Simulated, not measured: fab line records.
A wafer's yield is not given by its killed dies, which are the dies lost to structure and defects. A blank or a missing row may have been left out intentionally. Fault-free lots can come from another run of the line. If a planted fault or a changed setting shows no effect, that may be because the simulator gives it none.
Which tool was responsible?    flow gf180mcu    7 lots with 21 wafers sampled at 4 steps, on a route of 602 steps

WHAT THE GAUGES READ, wafer by wafer
GF_TOP_METAL_RS_MEAS_05: measures by four-point-probe.
lot   measured      on             TOP_METAL_ALCU_RS (ohm/sq)
L997  day 27 15:38  film_metro-03  0.0329 0.0331 0.0330
L101  day 28 19:09  film_metro-03  0.0327 0.0322 0.0322
L105  day 30 04:22  film_metro-02  0.0329 0.0329 0.0324
L112  day 32 06:45  film_metro-04  0.0323 0.0324 0.0325
L115  day 32 20:17  film_metro-02  0.0326 0.0324 0.0327
L118  day 33 10:11  film_metro-03  0.0334 0.0333 0.0330

EACH LOT AND THE TOOL THAT RAN IT (in order: tool; ch and the chambers of the sampled wafers; start)
lot   GF_SALICIDE_WET_ETCH_07          GF_V5_CVD_23                   GF_TOP_METAL_SPUTTER_01
L997  wet_bench-04 ch 1, day 15 13:50  cvd_w-02 ch 0,1, day 27 14:50  pvd_sputter-01, day 27 15:29
L101  wet_bench-03 ch 2, day 16 21:24  cvd_w-01 ch 0,1, day 28 18:20  pvd_sputter-03, day 28 19:02
L103  wet_bench-01 ch 1, day 17 17:46  -                              -
L105  wet_bench-03 ch 1, day 18 12:38  cvd_w-02 ch 0,1, day 30 03:33  pvd_sputter-04, day 30 04:14
L112  wet_bench-01 ch 1, day 21 10:32  cvd_w-01 ch 1, day 32 05:55    pvd_sputter-01, day 32 06:37
L115  wet_bench-04 ch 2, day 22 05:36  cvd_w-01 ch 0,1, day 32 19:28  pvd_sputter-01, day 32 20:10
L118  wet_bench-04 ch 0, day 22 22:48  cvd_w-01 ch 0,1, day 33 08:54  pvd_sputter-01, day 33 10:04
- GF_SALICIDE_WET_ETCH_07: etches the open film in SPM, target depth 120 nm.
- GF_V5_CVD_23: deposits W, target thk 350 nm, time 104.9 s.
- GF_TOP_METAL_SPUTTER_01: material TiN, target thk 30 nm, time 25 s.

THE ANSWER, worked out from the rows above alone
Rule: what is usual is taken from the lots themselves. Put in order of their means at a reading, lots are off if they are a third of the lots or fewer, leave a main group of 4 or more, and stand apart from it by a gap of 3 or more times the standard deviation of the main group's means; of several such gaps the widest counts. A main group whose means are all the same, to the digits that the tables above print for the reading, isn't used. Also off: a lot with no number at a reading for which 4 or more lots have one. Where the step has rows for the other lots, those lots are counted as sound.
No lot is off at any reading shown: from this, nothing can be told.

WHAT WAS PUT IN BY THE SIMULATOR
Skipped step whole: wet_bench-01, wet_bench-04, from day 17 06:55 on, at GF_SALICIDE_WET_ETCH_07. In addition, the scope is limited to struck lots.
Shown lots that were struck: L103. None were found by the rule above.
